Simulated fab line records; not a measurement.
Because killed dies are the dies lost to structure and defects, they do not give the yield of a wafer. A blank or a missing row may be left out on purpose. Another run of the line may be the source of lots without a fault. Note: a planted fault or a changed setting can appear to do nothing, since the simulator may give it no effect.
Problem report in the 8D (eight disciplines) form, filled by code :: flow sky130 :: the parts of the form that need people (team, actions taken, sign-off) are left out

## 1. WHAT IS WRONG
At SKY_VT_ADJUST_NCORE_CD_MEAS_07, cd nm averages 363.8 nm over 2 wafers from 2 lots, while fault-free wafers read 379.6 nm, standard deviation 2.7. That puts it -5.9 standard deviations away from the usual mean.
The step: target cd 380 nm.
Seen first at day 11 02:28 on cd sem-01, wafer L614.1. The record holds 36 wafers of 12 lots with a number at this step. The rule behind "out" and "out of limits": a value lying over 4 standard deviations away from the usual mean. The other wafers with a number count as sound.

## 2. WHAT IT IS AND WHAT IT IS NOT
question: which readings at this step
is: cd nm
is not: -

question: which lots
is: L614, L615
is not: L606, L607, L609, L611, L612, L613, L621, L625, L628, L629

question: which wafers of those lots
is: L614.1, L615.1
is not: L614.2, L614.5, L615.4, L615.5

question: read on which gauges
is: cd sem-01
is not: cd sem-02

question: when
is: from day 11 02:28
is not: up to then (20 sound wafers); but 14 sound wafers of L615, L621, L625, L628, L629 came after

## 3. THE SUSPECTS, EACH WITH WHAT RULES IT OUT
Counting: any tool at a process step up to the reading remains a suspect provided it ran every lot that is out. Sound lots after the first of them don't rule it out here, since some wafers of a struck lot are sound.
- the gauge at SKY_VT_ADJUST_NCORE_CD_MEAS_07: kept. All the wafers that are out were read on cd sem-01, and no step on other tools shows them out.
- iline stepper-02 at SKY_VT_ADJUST_NCORE_EXPOSE_04 (exposes mask LVTN COMPLEMENT THIN, target cd 380 nm): kept. Every lot that is out went through it, the first being L614 (day 10 15:49); the last sound lot it ran before that was L613 (day 10 08:56).
Remaining after the count are iline stepper-02 at SKY_VT_ADJUST_NCORE_EXPOSE_04 and cd sem-01 at SKY_VT_ADJUST_NCORE_CD_MEAS_07.

## 4. THE CAUSE (what the simulator had put in)
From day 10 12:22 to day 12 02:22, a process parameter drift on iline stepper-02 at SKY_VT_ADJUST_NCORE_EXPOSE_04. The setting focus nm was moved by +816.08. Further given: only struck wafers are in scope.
This tool is one of the 2 suspects left after counting.

## 5. THE CHAIN OF EFFECTS, in route order
Rows list readings where the struck wafers' mean (over those with a number) sits beyond 3 standard deviations from the usual. Only readings for which the record gives a usual standard deviation are gone through. hours: the time from each lot's start at the first step in this table that gives one to its start at this step, as a median over the lots. sigmas: the change in usual standard deviations.
hours: 0
step: SKY_VT_ADJUST_NCORE_CD_MEAS_07
reading: cd nm
usual: 379.6 nm
on struck wafers: 363.8
change: -15.9
sigmas: -5.9
At these later measuring or inspecting steps, every struck wafer for which the step has a row has a number for every such reading, and none has moved that far: SKY_VT_ADJUST_HVTR_TW_MEAS_11.

## 6. HOW IT WOULD HAVE BEEN CAUGHT EARLIER
In this record the first reading out of limits at a measuring or inspecting step was taken at day 11 02:28, 14 hours after the fault began at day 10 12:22.
No tool reading at SKY_VT_ADJUST_NCORE_EXPOSE_04 that has a usual standard deviation in the record was out on any struck wafer, so an alarm limit of 4 standard deviations on those readings would not have fired.
By day 11 02:28, every lot that is out (2) had started SKY_VT_ADJUST_NCORE_EXPOSE_04 on iline stepper-02. Had the tool been put on hold then, not one of them would have been saved.
